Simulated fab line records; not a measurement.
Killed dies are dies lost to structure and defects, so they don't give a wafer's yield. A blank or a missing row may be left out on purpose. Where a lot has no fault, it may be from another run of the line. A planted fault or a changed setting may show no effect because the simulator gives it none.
Which of the tools did it? :: flow gf180mcu :: 11 lots with 33 wafers sampled at 5 steps, on a route of 602 steps

WHAT EACH GAUGE READ, for each wafer
GF_PASSIVATION_BOW_MEAS_14.
lot: L137
measured: day 29 18:40
on: film metro-04
PASSIVATION_BOW (um): 133 136 148

lot: L143
measured: day 31 08:38
on: film metro-01
PASSIVATION_BOW (um): 130 155 144

lot: L144
measured: day 31 22:48
on: film metro-04
PASSIVATION_BOW (um): 130 129 138

lot: L145
measured: day 31 23:59
on: film metro-04
PASSIVATION_BOW (um): 136 138 125

lot: L151
measured: day 33 06:59
on: film metro-02
PASSIVATION_BOW (um): 205 201 210 - - -

lot: L152
measured: day 33 18:06
on: film metro-01
PASSIVATION_BOW (um): 205 209 212 - - -

lot: L153
measured: day 33 19:52
on: film metro-01
PASSIVATION_BOW (um): 208 224 217 - - -

lot: L154
measured: day 34 03:28
on: film metro-02
PASSIVATION_BOW (um): 140 147 140

lot: L155
measured: day 34 15:50
on: film metro-01
PASSIVATION_BOW (um): 146 147 141

lot: L156
measured: day 34 16:47
on: film metro-02
PASSIVATION_BOW (um): 131 148 148

lot: L158
measured: day 35 00:24
on: film metro-04
PASSIVATION_BOW (um): 119 125 116

TOOL THAT RAN EACH LOT (tool first, then ch and the chambers of the sampled wafers, then the start)
lot: L137
GF_V5_ETCH_16: rie diel-03 ch 0,2, day 27 22:04
GF_V5_ETCH_17: rie diel-03 ch 0,2, day 27 22:53 or earlier
GF_V5_CVD_23: cvd w-01 ch 0,1, day 27 22:53
GF_PASSIVATION_ANNEAL_13: furnace-02 ch 0, day 29 17:10

lot: L143
GF_V5_ETCH_16: rie diel-04 ch 0,1,2, day 29 16:16
GF_V5_ETCH_17: rie diel-04 ch 0,1,2, day 29 17:11 or earlier
GF_V5_CVD_23: cvd w-02 ch 0,1, day 29 17:11
GF_PASSIVATION_ANNEAL_13: furnace-01 ch 0, day 31 07:05

lot: L144
GF_V5_ETCH_16: rie diel-03 ch 0,2,3, day 30 06:26
GF_V5_ETCH_17: rie diel-03 ch 0,2,3, day 30 07:17 or earlier
GF_V5_CVD_23: cvd w-01 ch 0,1, day 30 07:17
GF_PASSIVATION_ANNEAL_13: furnace-02 ch 0, day 31 21:14

lot: L145
GF_V5_ETCH_16: rie diel-04 ch 1,2,3, day 30 07:42
GF_V5_ETCH_17: rie diel-04 ch 1,2,3, day 30 08:32 or earlier
GF_V5_CVD_23: cvd w-02 ch 0,1, day 30 08:32
GF_PASSIVATION_ANNEAL_13: furnace-01 ch 0, day 31 22:26

lot: L151
GF_V5_ETCH_16: rie diel-01 ch 0,1,3, day 31 17:17
GF_V5_ETCH_17: rie diel-01 ch 0,1,3, day 31 18:04 or earlier
GF_V5_CVD_23: cvd w-01 ch 0,1, day 31 18:04
GF_PASSIVATION_ANNEAL_13: furnace-01, day 33 05:29

lot: L152
GF_V5_ETCH_16: rie diel-03 ch 0,3, day 32 06:37
GF_V5_ETCH_17: rie diel-03 ch 0,3, day 32 07:23 or earlier
GF_V5_CVD_23: cvd w-01 ch 0,1, day 32 07:23
GF_PASSIVATION_ANNEAL_13: furnace-02, day 33 16:36

lot: L153
GF_V5_ETCH_16: rie diel-03 ch 0,2,3, day 32 08:11
GF_V5_ETCH_17: rie diel-03 ch 0,2,3, day 32 09:00 or earlier
GF_V5_CVD_23: cvd w-02 ch 0,1, day 32 09:00
GF_PASSIVATION_ANNEAL_13: furnace-01, day 33 18:21

lot: L154
GF_V5_ETCH_16: rie diel-03 ch 0,3, day 32 15:11
GF_V5_ETCH_17: rie diel-03 ch 0,3, day 32 15:59 or earlier
GF_V5_CVD_23: cvd w-02 ch 0,1, day 32 15:59
GF_PASSIVATION_ANNEAL_13: furnace-02 ch 0, day 34 01:56

lot: L155
GF_V5_ETCH_16: rie diel-01 ch 1,3, day 33 04:54
GF_V5_ETCH_17: rie diel-01 ch 1,3, day 33 05:42 or earlier
GF_V5_CVD_23: cvd w-01 ch 1, day 33 05:42
GF_PASSIVATION_ANNEAL_13: furnace-01 ch 0, day 34 14:20

lot: L156
GF_V5_ETCH_16: rie diel-03 ch 0,1, day 33 05:15
GF_V5_ETCH_17: rie diel-03 ch 0,1, day 33 06:02 or earlier
GF_V5_CVD_23: cvd w-02 ch 0, day 33 06:02
GF_PASSIVATION_ANNEAL_13: furnace-02 ch 0, day 34 15:17

lot: L158
GF_V5_ETCH_16: rie diel-04 ch 1,3, day 33 13:38
GF_V5_ETCH_17: rie diel-04 ch 1,3, day 33 14:25 or earlier
GF_V5_CVD_23: cvd w-02 ch 0,1, day 33 14:25
GF_PASSIVATION_ANNEAL_13: furnace-02 ch 0, day 34 22:53
- GF_V5_ETCH_16: etches BARC in N2/H2.
- GF_V5_ETCH_17: etches SiO2 in C4F8/O2/Ar, stops on TiN, target depth 855 nm.
- GF_V5_CVD_23: deposits W, target thk 350 nm, time 104.9 s.
- GF_PASSIVATION_ANNEAL_13: time 1800 s.

THE ANSWER, worked out from the rows above alone
Rule: the usual values come from the lots themselves. The widest of any qualifying gaps counts: lots, ordered by their means at a reading, are off when they make up no more than a third of the lots, leave a main group of 4 or more, and stand apart from it by 3 or more times the standard deviation of that group's means. The tables above print the reading to a certain number of digits; a main group whose means all agree to those digits is not used. A lot without any number at a reading at which 4 lots or more have one is off too. The other lots that the step has rows for count as sound.
Off: at GF_PASSIVATION_BOW_MEAS_14 (PASSIVATION_BOW), L151, L152, L153. Main group: mean 137 um, sd 7.8.
If a tool, at a process step before that reading, ran all the lots that are off and no sound lot after the first of them, it fits. The gauges at GF_PASSIVATION_BOW_MEAS_14 are tried like those tools. With no start given for some of its lots, GF_V5_ETCH_17 uses the hours and lot order of GF_V5_CVD_23. No candidate that was tried fits.

WHAT THE SIMULATOR HAD INSERTED
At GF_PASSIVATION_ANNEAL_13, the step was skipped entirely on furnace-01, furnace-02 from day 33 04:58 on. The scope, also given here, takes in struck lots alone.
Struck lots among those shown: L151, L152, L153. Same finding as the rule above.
